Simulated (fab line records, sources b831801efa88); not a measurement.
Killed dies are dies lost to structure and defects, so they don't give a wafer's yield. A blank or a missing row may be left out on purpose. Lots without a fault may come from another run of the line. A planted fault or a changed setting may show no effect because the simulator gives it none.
Tool commonality check | flow gf180mcu | 13 lots, 39 wafers sampled

WHY IT WAS OPENED
At GF_MVPSD_OVL_MEAS_07 the reading MVPSD_OVL is flagged on 2 of 13 lots. Wafers without a fault read 0.1 nm, standard deviation 1.7.
Rule: a lot is flagged when every wafer of it that has a number lies more than 4 standard deviations from that mean, or none has a number. The other lots count as sound.

lot  | measured     | on         | MVPSD_OVL (nm), wafer by wafer | flag
L747 | day 5 00:19  | overlay-01 | -3.1 -1.7 -0.9                 |
L749 | day 5 14:14  | overlay-01 | -1.1 -1.5 -1.2                 |
L750 | day 5 18:01  | overlay-01 | 1.3 3.2 2.3                    |
L755 | day 7 02:09  | overlay-02 | -89.0 -88.6 -87.1              | FLAGGED
L756 | day 7 12:41  | overlay-01 | -3.5 -2.3 -2.4                 |
L758 | day 7 22:02  | overlay-01 | -87.9 -88.5 -85.8              | FLAGGED
L760 | day 8 07:19  | overlay-02 | 5.2 4.7 4.8                    |
L761 | day 8 13:08  | overlay-02 | -0.4 -1.5 1.3                  |
L765 | day 9 13:20  | overlay-01 | 1.1 -1.4 0.6                   |
L766 | day 9 20:45  | overlay-01 | 0.6 0.4 0.1                    |
L768 | day 10 03:47 | overlay-02 | 0.8 -1.5 0.9                   |
L769 | day 10 09:23 | overlay-01 | -0.1 1.6 0.8                   |
L770 | day 10 16:58 | overlay-01 | -1.6 -1.7 -1.7                 |
The numbers of the flagged lots are -87.8 nm on average: -87.9 nm against the usual, or -52 standard deviations.

WHICH TOOL RAN EACH LOT
The record holds 1 process step before the reading, out of a route of 602 steps. In each cell: the tool, then ch and the chambers that the sampled wafers went through, then the start.
lot  | flag    | GF_MVPSD_EXPOSE_04
L747 |         | iline_stepper-02 ch 0, day 4 17:17
L749 |         | iline_stepper-01 ch 0, day 5 06:58
L750 |         | iline_stepper-02 ch 0, day 5 11:01
L755 | FLAGGED | iline_stepper-01 ch 0, day 6 18:24
L756 |         | iline_stepper-02 ch 0, day 7 04:51
L758 | FLAGGED | iline_stepper-01 ch 0, day 7 14:49
L760 |         | iline_stepper-02 ch 0, day 7 22:43
L761 |         | iline_stepper-02 ch 0, day 8 05:58
L765 |         | iline_stepper-02 ch 0, day 9 05:13
L766 |         | iline_stepper-02 ch 0, day 9 12:40
L768 |         | iline_stepper-02 ch 0, day 9 19:19
L769 |         | iline_stepper-02 ch 0, day 10 00:40
L770 |         | iline_stepper-02 ch 0, day 10 07:55
What these steps do:
- GF_MVPSD_EXPOSE_04: exposes mask MVPSD, target cd 1000 nm.
- GF_MVPSD_OVL_MEAS_07

FLAGGED OVER TOTAL, TOOL BY TOOL (the gauges that took the reading come last)
step                 | tool             | lots run | flagged | share of the flagged lots | sound lots run after its first flagged lot
GF_MVPSD_EXPOSE_04   | iline_stepper-01 | 3        | 2       | all                       | 0
GF_MVPSD_EXPOSE_04   | iline_stepper-02 | 10       | 0       | none                      | -
GF_MVPSD_OVL_MEAS_07 | overlay-01       | 9        | 1       | some                      | 4 (L765,L766,L769,L770)
GF_MVPSD_OVL_MEAS_07 | overlay-02       | 4        | 1       | some                      | 3 (L760,L761,L768)

WHAT THE TABLE ALLOWS
1 row of the table ran every flagged lot: iline_stepper-01 at GF_MVPSD_EXPOSE_04.
- iline_stepper-01 at GF_MVPSD_EXPOSE_04: 2 of its 3 lots flagged. Its last sound lot is L749 (day 5 06:58), its first flagged lot L755 (day 6 18:24): a fault that began between those two fits.
One tool is left: iline_stepper-01 at GF_MVPSD_EXPOSE_04.

WHAT THE SIMULATOR HAD PUT IN
Scanner matching overlay: iline_stepper-01, from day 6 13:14 on, at GF_MVPSD_EXPOSE_04. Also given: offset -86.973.
Lots struck among those shown: L755, L758. The rule above found the same.
